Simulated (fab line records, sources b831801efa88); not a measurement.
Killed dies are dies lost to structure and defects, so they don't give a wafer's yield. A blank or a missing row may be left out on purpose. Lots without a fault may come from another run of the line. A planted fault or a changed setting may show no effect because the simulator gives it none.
Chamber matching | flow sky130 | SKY_FIELD_ISO_ETCH_17 on rie_si-01: 4 sister chambers
The step etches Si in HBr/Cl2/O2, target depth 342 nm, time 97.7 s. 16 wafers are shown with their chamber, then 8 later ones without.

WAFERS WITH THEIR CHAMBER
wafer  | chamber | drypump_motor_current_A (A) | run_length_s (s) | oes_product_au (a.u.)
L916.1 | 1       | 5.50                        | 126.4            | 1.003
L916.4 | 2       | 6.03                        | 125.2            | 1.009
L916.6 | 1       | 5.52                        | 126.3            | 1.000
L918.3 | 0       | 5.39                        | 125.9            | 1.010
L918.5 | 2       | 6.04                        | 125.1            | 1.005
L918.6 | 1       | 5.55                        | 126.9            | 0.992
L920.1 | 3       | 5.68                        | 125.7            | 0.999
L920.4 | 2       | 6.04                        | 125.1            | 1.000
L920.6 | 1       | 5.53                        | 126.4            | 0.993
L921.1 | 0       | 5.40                        | 125.7            | 1.013
L921.4 | 3       | 5.69                        | 125.6            | 1.001
L921.6 | 2       | 6.03                        | 125.2            | 0.994
L924.2 | 1       | 5.55                        | 126.8            | 0.980
L924.5 | 1       | 5.54                        | 126.3            | 0.991
L924.6 | 2       | 6.04                        | 125.1            | 0.989
L933.1 | 3       | 5.68                        | 125.4            | 0.988

SIGNATURES (means of the wafers above)
reading                 | chamber 0 | chamber 1 | chamber 2 | chamber 3 | scatter within a chamber
drypump_motor_current_A | 5.3950    | 5.5317    | 6.0360    | 5.6833    | 0.0133
run_length_s            | 125.800   | 126.517   | 125.140   | 125.567   | 0.189
oes_product_au          | 1.01150   | 0.99317   | 0.99940   | 0.99600   | 0.00756
Rule: a wafer's distance from a chamber is the root of the sum, over the readings, of the square of ((its reading less the chamber's mean) divided by the reading's scatter). The wafer belongs to the nearest chamber; if the next one is less than 2 further off, it can't be placed. The scatter: the root of (the sum of the squares of (reading less its chamber's mean) over the shown wafers, divided by (wafers less chambers)).

WAFERS WITHOUT THEIR CHAMBER
wafer  | drypump_motor_current_A (A) | run_length_s (s) | oes_product_au (a.u.)
L933.3 | 5.52                        | 126.5            | 0.994
L933.6 | 5.67                        | 125.4            | 0.984
L937.1 | 5.54                        | 126.4            | 1.006
L937.3 | 6.04                        | 125.1            | 0.988
L937.6 | 5.52                        | 126.4            | 1.002
L939.1 | 5.69                        | 125.3            | 0.973
L939.3 | 5.54                        | 126.3            | 0.997
L939.4 | 5.38                        | 126.1            | 1.005

WHICH CHAMBER EACH WENT THROUGH
wafer  | from the rows above | in truth
L933.3 | 1                   | 1
L933.6 | 3                   | 3
L937.1 | 1                   | 1
L937.3 | 2                   | 2
L937.6 | 1                   | 1
L939.1 | 3                   | 3
L939.3 | 1                   | 1
L939.4 | 0                   | 0
Placed correctly: 8 of 8. Can't be placed from these rows: 0. Placed wrongly: 0.
